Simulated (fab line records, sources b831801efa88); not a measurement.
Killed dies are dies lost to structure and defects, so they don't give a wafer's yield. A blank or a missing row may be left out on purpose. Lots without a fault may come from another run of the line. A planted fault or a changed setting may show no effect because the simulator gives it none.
Which tool did it? | flow gf180mcu | 7 lots, 21 wafers sampled, at 2 steps of a route of 602

WHAT THE GAUGES READ, wafer by wafer
GF_HV_LDD_TW_MEAS_50.
lot  | measured     | on            | HV_LDD_4_TW
L315 | day 12 13:13 | film_metro-03 | 559 562 561
L320 | day 14 08:13 | film_metro-01 | 573 571 569
L323 | day 15 12:00 | film_metro-04 | 567 566 568
L325 | day 16 04:44 | film_metro-03 | 560 558 558
L327 | day 16 16:36 | film_metro-04 | 569 566 571
L331 | day 17 23:17 | film_metro-01 | 709 708 709
L336 | day 20 05:34 | film_metro-01 | 711 714 711

WHICH TOOL RAN EACH LOT (tool, then ch and the chambers of the sampled wafers, then the start)
lot  | GF_HV_LDD_IMPLANT_48
L315 | implanter-03 ch 0, day 12 13:00
L320 | implanter-03 ch 0, day 14 07:58
L323 | implanter-01 ch 0, day 15 11:46
L325 | implanter-04 ch 0, day 16 04:29
L327 | implanter-01 ch 0, day 16 16:22
L331 | implanter-04 ch 0, day 17 22:32
L336 | implanter-04 ch 0, day 20 05:01
- GF_HV_LDD_IMPLANT_48

THE ANSWER, worked out from the rows above alone
Rule: what is usual is taken from the lots themselves. Put in order of their means at a reading, lots are off if they are a third of the lots or fewer, leave a main group of 4 or more, and stand apart from it by a gap of 3 or more times the standard deviation of the main group's means; of several such gaps the widest counts. A main group whose means are all the same, to the digits that the tables above print for the reading, isn't used. A lot without any number at a reading at which 4 lots or more have one is off too. The other lots that the step has rows for count as sound.
Off: L331, L336, at GF_HV_LDD_TW_MEAS_50 (HV_LDD_4_TW). The main group: mean 565, standard deviation 4.7.
A tool fits if, at a process step before that reading, it ran every lot that is off, and no sound lot after the first of them. The gauges at GF_HV_LDD_TW_MEAS_50 are tried like those tools. Can't be told from this: 2 tools fit, implanter-04 at GF_HV_LDD_IMPLANT_48, film_metro-01 at GF_HV_LDD_TW_MEAS_50.

WHAT THE SIMULATOR HAD PUT IN
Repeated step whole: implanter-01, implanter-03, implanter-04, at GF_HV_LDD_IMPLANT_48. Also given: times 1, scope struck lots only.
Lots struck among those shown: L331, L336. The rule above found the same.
